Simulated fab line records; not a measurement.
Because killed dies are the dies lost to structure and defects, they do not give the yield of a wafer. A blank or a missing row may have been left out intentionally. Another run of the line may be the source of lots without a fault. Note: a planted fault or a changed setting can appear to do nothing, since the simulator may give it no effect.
Which of the tools did it? | flow sky130 | Sampling: 24 lots, 72 wafers, 6 of 708 route steps

WHAT THE GAUGES READ, wafer by wafer
SKY_CONTACT_THK_MEAS_26: measures by xrf.
lot  | measured     | on           | CONTACT_W_THK (nm)
L074 | day 31 16:43 | filmMetro-01 | 336 335 336
L075 | day 32 03:03 | filmMetro-02 | 333 341 335
L076 | day 32 12:14 | filmMetro-04 | 341 338 341
L077 | day 32 19:04 | filmMetro-01 | 329 330 329
L078 | day 33 06:41 | filmMetro-02 | 343 345 343
L079 | day 33 21:00 | filmMetro-04 | 336 331 338
L080 | day 33 21:22 | filmMetro-02 | 338 344 351
L081 | day 33 22:01 | filmMetro-02 | 336 338 338
L082 | day 35 06:50 | filmMetro-02 | 338 344 343
L083 | day 35 08:19 | filmMetro-04 | 343 341 342
L084 | day 35 08:40 | filmMetro-02 | 339 345 346
L085 | day 35 13:01 | filmMetro-02 | 338 339 343
L086 | day 35 20:18 | filmMetro-01 | 329 338 334
L087 | day 36 15:42 | filmMetro-02 | 344 341 344
L088 | day 36 15:58 | filmMetro-04 | 348 348 336
L090 | day 37 01:37 | filmMetro-02 | 330 328 334
L089 | day 37 03:20 | filmMetro-01 | 336 333 332
L091 | day 37 05:38 | filmMetro-02 | 346 347 340
L092 | day 37 15:18 | filmMetro-01 | 335 341 328
L093 | day 37 23:11 | filmMetro-01 | 338 336 333
L094 | day 38 03:45 | filmMetro-04 | 335 335 334
L095 | day 38 15:37 | filmMetro-04 | 331 332 329
L096 | day 38 20:40 | filmMetro-02 | 341 338 337
L097 | day 38 22:30 | filmMetro-01 | 332 332 330

SKY_METAL3_CD_MEAS_13 targets a cd of 300 nm.
lot  | measured     | on       | cdNm (nm)
L074 | day 38 15:53 | cdSem-01 | 300.3 299.9 301.3
L075 | day 39 02:19 | cdSem-02 | 299.9 299.1 300.3
L076 | day 39 09:26 | cdSem-02 | 299.0 298.7 300.5
L077 | day 39 17:37 | cdSem-01 | 300.1 300.8 300.5
L078 | day 40 03:26 | cdSem-02 | 299.3 300.4 299.1
L079 | day 40 14:49 | cdSem-02 | 302.1 302.1 302.0
L080 | day 40 15:47 | cdSem-02 | 300.1 299.0 300.9
L081 | day 40 16:45 | cdSem-02 | 299.5 300.2 300.4
L082 | day 41 21:56 | cdSem-02 | 301.2 298.4 300.1
L083 | day 41 23:05 | cdSem-01 | 300.4 300.3 301.3
L084 | day 42 00:02 | cdSem-02 | 301.0 301.5 302.0
L085 | day 42 04:43 | cdSem-01 | 300.1 302.0 300.0
L086 | day 42 11:52 | cdSem-02 | 299.6 300.4 300.1
L087 | day 43 04:50 | cdSem-02 | 299.8 297.9 301.2
L088 | day 43 05:41 | cdSem-02 | 303.0 303.2 303.2
L090 | day 43 14:03 | cdSem-02 | 300.0 299.9 299.6
L089 | day 43 15:21 | cdSem-02 | 300.1 300.4 300.1
L091 | day 43 16:46 | cdSem-02 | 298.9 297.7 298.6
L092 | day 44 00:05 | cdSem-02 | 299.1 300.0 298.8
L093 | day 44 07:50 | cdSem-02 | 300.1 301.0 301.1
L094 | day 44 14:10 | cdSem-01 | 301.4 299.8 300.1
L095 | day 45 00:06 | cdSem-02 | 301.1 300.3 300.0
L096 | day 45 02:47 | cdSem-02 | 297.8 298.8 298.0
L097 | day 45 03:43 | cdSem-02 | 300.8 298.6 300.0

WHICH TOOL RAN EACH LOT (tool, then ch and the chambers of the sampled wafers, then the start)
lot  | SKY_LI_CONTACT_STRIP_16             | SKY_METAL1_DESCUM_17             | SKY_METAL1_ETCH_18               | SKY_METAL3_SPUTTER_03
L074 | plasmaAsher-03 ch 0,1, day 29 05:13 | rieMetal-01 ch 0,1, day 32 20:42 | rieMetal-01 ch 0,1, day 32 20:44 | pvdSputter-03, day 36 12:15
L075 | plasmaAsher-02 ch 0,1, day 29 16:08 | rieMetal-01 ch 0,1, day 33 06:35 | rieMetal-01 ch 0,1, day 33 06:37 | pvdSputter-03, day 36 21:47
L076 | plasmaAsher-03 ch 0,1, day 30 01:13 | rieMetal-02 ch 0,1, day 33 15:59 | rieMetal-02 ch 0,1, day 33 16:01 | pvdSputter-03, day 37 05:16
L077 | plasmaAsher-03 ch 0,1, day 30 09:13 | rieMetal-04 ch 0,1, day 33 22:50 | rieMetal-04 ch 0,1, day 33 22:52 | pvdSputter-02, day 37 13:54
L078 | plasmaAsher-02 ch 0,1, day 30 20:53 | rieMetal-01 ch 0,1, day 34 10:14 | rieMetal-01 ch 0,1, day 34 10:17 | pvdSputter-01, day 38 00:34
L079 | plasmaAsher-02 ch 0,1, day 31 11:09 | rieMetal-02 ch 0,1, day 34 23:58 | rieMetal-02 ch 0,1, day 35 00:00 | pvdSputter-03, day 38 11:45
L080 | plasmaAsher-01 ch 0,1, day 31 11:16 | rieMetal-01 ch 0,1, day 35 00:19 | rieMetal-01 ch 0,1, day 35 00:21 | pvdSputter-03, day 38 13:17
L081 | plasmaAsher-03 ch 0,1, day 31 12:43 | rieMetal-04 ch 0,1, day 35 01:52 | rieMetal-04 ch 0,1, day 35 01:54 | pvdSputter-01, day 38 14:45
L082 | plasmaAsher-01 ch 0,1, day 32 21:12 | rieMetal-02 ch 0,1, day 36 09:49 | rieMetal-02 ch 0,1, day 36 09:51 | pvdSputter-01, day 39 20:27
L083 | plasmaAsher-02 ch 0,1, day 32 21:52 | rieMetal-04 ch 0,1, day 36 11:37 | rieMetal-04 ch 0,1, day 36 11:39 | pvdSputter-01, day 39 21:37
L084 | plasmaAsher-01 ch 0,1, day 32 22:37 | rieMetal-02 ch 0,1, day 36 11:58 | rieMetal-02 ch 0,1, day 36 12:00 | pvdSputter-01, day 39 22:56
L085 | plasmaAsher-02 ch 0,1, day 33 03:10 | rieMetal-02 ch 0,1, day 36 16:38 | rieMetal-02 ch 0,1, day 36 16:40 | pvdSputter-01, day 40 04:24
L086 | plasmaAsher-02 ch 0,1, day 33 11:34 | rieMetal-02 ch 0,1, day 36 23:28 | rieMetal-02 ch 0,1, day 36 23:30 | pvdSputter-01, day 40 10:37
L087 | plasmaAsher-01 ch 0,1, day 34 05:45 | rieMetal-04 ch 0,1, day 37 18:25 | rieMetal-04 ch 0,1, day 37 18:28 | pvdSputter-01, day 41 04:38
L088 | plasmaAsher-03 ch 0,1, day 34 06:37 | rieMetal-02 ch 0,1, day 37 19:20 | rieMetal-02 ch 0,1, day 37 19:22 | pvdSputter-02, day 41 05:24
L090 | plasmaAsher-01 ch 0,1, day 34 16:33 | rieMetal-04 ch 0,1, day 38 03:57 | rieMetal-04 ch 0,1, day 38 03:59 | pvdSputter-01, day 41 13:34
L089 | plasmaAsher-02 ch 0,1, day 34 18:28 | rieMetal-01 ch 0,1, day 38 05:44 | rieMetal-01 ch 0,1, day 38 05:46 | pvdSputter-01, day 41 14:46
L091 | plasmaAsher-03 ch 0,1, day 34 21:13 | rieMetal-04 ch 0,1, day 38 08:20 | rieMetal-04 ch 0,1, day 38 08:22 | pvdSputter-03, day 41 17:00
L092 | plasmaAsher-01 ch 0,1, day 35 07:36 | rieMetal-01 ch 0,1, day 38 17:28 | rieMetal-01 ch 0,1, day 38 17:31 | pvdSputter-03, day 42 01:07
L093 | plasmaAsher-01 ch 0,1, day 35 13:50 | rieMetal-04 ch 0,1, day 39 01:32 | rieMetal-04 ch 0,1, day 39 01:35 | pvdSputter-02, day 42 09:00
L094 | plasmaAsher-02 ch 0,1, day 35 19:41 | rieMetal-02 ch 0,1, day 39 05:11 | rieMetal-02 ch 0,1, day 39 05:14 | pvdSputter-02, day 42 14:09
L095 | plasmaAsher-01 ch 0,1, day 36 07:16 | rieMetal-04 ch 0,1, day 39 17:35 | rieMetal-04 ch 0,1, day 39 17:37 | pvdSputter-01, day 43 02:04
L096 | plasmaAsher-02 ch 0,1, day 36 14:01 | rieMetal-02 ch 0,1, day 39 23:11 | rieMetal-02 ch 0,1, day 39 23:13 | pvdSputter-03, day 43 05:43
L097 | plasmaAsher-03 ch 0,1, day 36 14:51 | rieMetal-01 ch 0,1, day 39 23:53 | rieMetal-01 ch 0,1, day 39 23:55 | pvdSputter-01, day 43 06:56
- SKY_LI_CONTACT_STRIP_16: strips in O2/N2.
- SKY_METAL1_DESCUM_17: chemistry O2, time 8 s.
- SKY_METAL1_ETCH_18: etches BARC in N2/H2, stops on SiO2, time 47.72 s, target depth 60 nm.
- SKY_METAL3_SPUTTER_03: material Ti, target thk 5 nm, time 3.3 s.

AS READ BY THE TOOLS THEMSELVES (means over the sampled wafers that have a number; for cases with no such wafer, the mark the record gives instead)
SKY_LI_CONTACT_STRIP_16.
lot  | tool           | drypumpMotorCurrentA (A) | oesProductAu (a.u.) | stripTimeToEndpointS (s)
L074 | plasmaAsher-03 | 6.0                      | 0.375               | 3.46
L075 | plasmaAsher-02 | 5.6                      | 0.376               | 3.52
L076 | plasmaAsher-03 | 6.0                      | 0.377               | 3.53
L077 | plasmaAsher-03 | 6.0                      | 0.372               | 3.43
L078 | plasmaAsher-02 | 5.4                      | 0.382               | 3.55
L079 | plasmaAsher-02 | 5.6                      | 0.377               | 3.51
L080 | plasmaAsher-01 | 5.4                      | 0.376               | 3.48
L081 | plasmaAsher-03 | 5.8                      | 0.374               | 3.58
L082 | plasmaAsher-01 | 5.4                      | 0.372               | 3.50
L083 | plasmaAsher-02 | 5.6                      | 0.376               | 3.53
L084 | plasmaAsher-01 | 5.4                      | 0.373               | 3.49
L085 | plasmaAsher-02 | 5.7                      | 0.380               | 3.54
L086 | plasmaAsher-02 | 5.6                      | 0.382               | 3.57
L087 | plasmaAsher-01 | 5.3                      | 0.380               | 3.58
L088 | plasmaAsher-03 | 5.8                      | 0.378               | 3.50
L090 | plasmaAsher-01 | 5.5                      | 0.375               | 3.52
L089 | plasmaAsher-02 | 5.6                      | 0.374               | 3.47
L091 | plasmaAsher-03 | 6.0                      | 0.372               | 3.48
L092 | plasmaAsher-01 | 5.3                      | 0.377               | 3.42
L093 | plasmaAsher-01 | 5.5                      | 0.377               | 3.51
L094 | plasmaAsher-02 | 5.4                      | 0.382               | 3.49
L095 | plasmaAsher-01 | 5.3                      | 0.381               | 3.63
L096 | plasmaAsher-02 | 5.7                      | 0.375               | 3.46
L097 | plasmaAsher-03 | 5.9                      | 0.381               | 3.49

SKY_METAL1_DESCUM_17.
lot  | tool        | drypumpMotorCurrentA (A) | oesProductAu (a.u.)
L074 | rieMetal-01 | 5.1                      | 1.022
L075 | rieMetal-01 | 5.2                      | 1.007
L076 | rieMetal-02 | 5.6                      | 1.004
L077 | rieMetal-04 | 5.5                      | 0.995
L078 | rieMetal-01 | 5.1                      | 1.012
L079 | rieMetal-02 | 5.6                      | 0.992
L080 | rieMetal-01 | 5.1                      | 1.016
L081 | rieMetal-04 | 5.5                      | 0.992
L082 | rieMetal-02 | 5.6                      | 0.991
L083 | rieMetal-04 | 5.6                      | 0.995
L084 | rieMetal-02 | 5.9                      | 0.997
L085 | rieMetal-02 | 5.6                      | 0.990
L086 | rieMetal-02 | 5.9                      | 0.996
L087 | rieMetal-04 | 5.5                      | 0.986
L088 | rieMetal-02 | 5.6                      | 0.995
L090 | rieMetal-04 | 5.6                      | 1.006
L089 | rieMetal-01 | 5.1                      | 1.010
L091 | rieMetal-04 | 5.6                      | 1.004
L092 | rieMetal-01 | 5.2                      | 1.010
L093 | rieMetal-04 | 5.6                      | 0.993
L094 | rieMetal-02 | 5.9                      | 0.993
L095 | rieMetal-04 | 5.5                      | 0.984
L096 | rieMetal-02 | 5.9                      | 0.994
L097 | rieMetal-01 | 5.2                      | 1.007

SKY_METAL1_ETCH_18.
lot  | tool        | drypumpMotorCurrentA (A) | oesProductAu (a.u.) | throttleValvePct (%)
L074 | rieMetal-01 | 5.1                      | 0.850               | 13.222
L075 | rieMetal-01 | 5.2                      | 0.846               | 13.218
L076 | rieMetal-02 | 5.6                      | 0.848               | 13.225
L077 | rieMetal-04 | 5.5                      | 0.843               | 13.220
L078 | rieMetal-01 | 5.1                      | 0.852               | 13.221
L079 | rieMetal-02 | 5.6                      | 0.847               | 13.221
L080 | rieMetal-01 | 5.1                      | 0.853               | 13.219
L081 | rieMetal-04 | 5.6                      | 0.844               | 13.228
L082 | rieMetal-02 | 5.6                      | 0.849               | 13.216
L083 | rieMetal-04 | 5.6                      | 0.849               | 13.221
L084 | rieMetal-02 | 5.9                      | 0.849               | 13.218
L085 | rieMetal-02 | 5.6                      | 0.850               | 13.225
L086 | rieMetal-02 | 5.9                      | 0.850               | 13.223
L087 | rieMetal-04 | 5.5                      | 0.850               | 13.222
L088 | rieMetal-02 | 5.6                      | 0.851               | 13.230
L090 | rieMetal-04 | 5.6                      | 0.847               | 13.222
L089 | rieMetal-01 | 5.1                      | 0.846               | 13.224
L091 | rieMetal-04 | 5.6                      | 0.844               | 13.223
L092 | rieMetal-01 | 5.2                      | 0.848               | 13.227
L093 | rieMetal-04 | 5.6                      | 0.849               | 13.220
L094 | rieMetal-02 | 5.9                      | 0.843               | 13.227
L095 | rieMetal-04 | 5.5                      | 0.849               | 13.230
L096 | rieMetal-02 | 5.9                      | 0.849               | 13.235
L097 | rieMetal-01 | 5.2                      | 0.848               | 13.221

SKY_METAL3_SPUTTER_03.
lot  | tool          | throttleValvePct (%)
L074 | pvdSputter-03 | 30.2
L075 | pvdSputter-03 | 30.5
L076 | pvdSputter-03 | 30.1
L077 | pvdSputter-02 | 29.4
L078 | pvdSputter-01 | 30.6
L079 | pvdSputter-03 | 30.0
L080 | pvdSputter-03 | 29.7
L081 | pvdSputter-01 | 29.9
L082 | pvdSputter-01 | 30.2
L083 | pvdSputter-01 | 30.0
L084 | pvdSputter-01 | 30.4
L085 | pvdSputter-01 | 29.9
L086 | pvdSputter-01 | 29.9
L087 | pvdSputter-01 | 29.5
L088 | pvdSputter-02 | 29.9
L090 | pvdSputter-01 | 29.7
L089 | pvdSputter-01 | 29.9
L091 | pvdSputter-03 | 30.6
L092 | pvdSputter-03 | 30.5
L093 | pvdSputter-02 | 30.5
L094 | pvdSputter-02 | 30.1
L095 | pvdSputter-01 | 29.3
L096 | pvdSputter-03 | 30.5
L097 | pvdSputter-01 | 29.5

THE ANSWER, worked out from the rows above alone
Rule: the lots themselves supply what counts as usual. The widest of any qualifying gaps counts: lots, ordered by their means at a reading, are off when they make up no more than a third of the lots, leave a main group of 4 or more, and stand apart from it by 3 or more times the standard deviation of that group's means. The tables above print the reading to a certain number of digits; a main group whose means all agree to those digits is not used. A lot without any number at a reading at which 4 lots or more have one is off too. The other lots that the step has rows for count as sound. The gauges are gone through in route order, then the tools' own readings, and for those a lot's mean is taken as printed above. The first step at which some lot is off is used, and at that step the reading that is off furthest; a lot without a number counts as furthest.
Nothing can be told from this: no lot is off at any reading shown.

WHAT THE SIMULATOR PUT IN
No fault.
